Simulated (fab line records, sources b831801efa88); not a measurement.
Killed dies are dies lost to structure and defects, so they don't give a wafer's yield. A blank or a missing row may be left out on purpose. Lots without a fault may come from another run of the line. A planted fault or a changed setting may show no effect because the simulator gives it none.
Chamber matching | flow sfq_line | SFQ_TRILAYER_I0_CMP_CMP_028 on cmp-01: 4 sister chambers
The step polishes SiO2. 4 wafers are shown with their chamber, then 7 later ones without.

WAFERS WITH THEIR CHAMBER
wafer  | chamber | motor_current_A (A)
L420.1 | 0       | 10.1
L424.3 | 2       | 8.6
L426.2 | 3       | 10.2
L427.5 | 1       | 8.3

WAFERS WITHOUT THEIR CHAMBER
wafer  | motor_current_A (A)
L427.6 | 9.2
L436.2 | 9.2
L436.4 | 9.6
L436.6 | 9.6
L437.3 | 9.4
L437.1 | 9.9
L437.5 | 8.7

WHICH CHAMBER EACH WENT THROUGH
wafer  | from the rows above               | in truth
L427.6 | can't be placed: 2 or 1 or 0 or 3 | 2
L436.2 | can't be placed: 2 or 1 or 0 or 3 | 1
L436.4 | can't be placed: 0 or 3 or 2 or 1 | 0
L436.6 | can't be placed: 0 or 3 or 2 or 1 | 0
L437.3 | can't be placed: 0 or 3 or 2 or 1 | 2
L437.1 | can't be placed: 0 or 3           | 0
L437.5 | can't be placed: 2 or 1           | 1
Placed correctly: 0 of 7. Can't be placed from these rows: 7 (the true chamber is among the candidates in 7). Placed wrongly: 0.
How it was worked out, from the rows above alone: a wafer's distance from a chamber is the root of the sum, over the readings, of the square of ((its reading less the chamber's mean) divided by the reading's scatter). The wafer belongs to the nearest chamber; if the next one is less than 2 further off, it can't be placed. A chamber's mean is the mean of its shown wafers. The scatter: with one shown wafer a chamber, the root of the mean of the squares of how far each hidden wafer lies from its nearest shown one.
